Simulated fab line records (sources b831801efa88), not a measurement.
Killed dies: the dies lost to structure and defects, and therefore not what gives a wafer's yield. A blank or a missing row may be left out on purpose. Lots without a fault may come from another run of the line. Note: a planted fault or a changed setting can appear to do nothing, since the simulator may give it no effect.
Matching of chambers ; flow sky130 ; SKY_POLY_CUT_ETCH_10 on rie diel-04 has 4 sister chambers
The step etches BARC in N2/H2, stops on SiO2, time 45.9 s, target depth 60 nm. 8 wafers are shown with their chamber, then 7 later ones without.

== WAFERS WITH THEIR CHAMBER ==
wafer;chamber;drypump motor current A (A);oes product au (a.u.)
L709.1;1;5.1;0.857
L709.2;2;5.7;0.847
L709.5;0;6.0;0.859
L721.1;0;6.0;0.854
L721.2;2;5.8;0.853
L721.6;3;5.3;0.860
L722.2;3;5.3;0.859
L722.3;1;5.1;0.852

== WAFERS WITH NO CHAMBER GIVEN ==
wafer;drypump motor current A (A);oes product au (a.u.)
L722.6;5.3;0.849
L724.2;6.0;0.853
L724.4;5.2;0.856
L724.5;5.8;0.862
L729.2;5.1;0.856
L729.3;5.3;0.846
L729.4;6.0;0.849

== THE CHAMBER EACH PASSED THROUGH ==
wafer;from the rows above;in truth
L722.6;3;3
L724.2;0;0
L724.4;can't be placed: 1 or 3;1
L724.5;can't be placed: 2 or 0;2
L729.2;1;1
L729.3;3;3
L729.4;0;0
Placed correctly: 5 of 7. Can't be placed from these rows: 2 (the true chamber is among the candidates in 2). Number placed wrongly: 0.
How it was worked out, from the rows above alone: a wafer's distance from a chamber is the root of the sum, over the readings, of the square of ((its reading less the chamber's mean) divided by the reading's scatter). If the next closest chamber is less than 2 further off than the closest, the wafer can't be placed; otherwise it belongs to the closest. For every chamber, the mean is computed from those of its wafers that are shown. The scatter: the root of (the sum of the squares of (reading less its chamber's mean) over the shown wafers, divided by (wafers less chambers)).
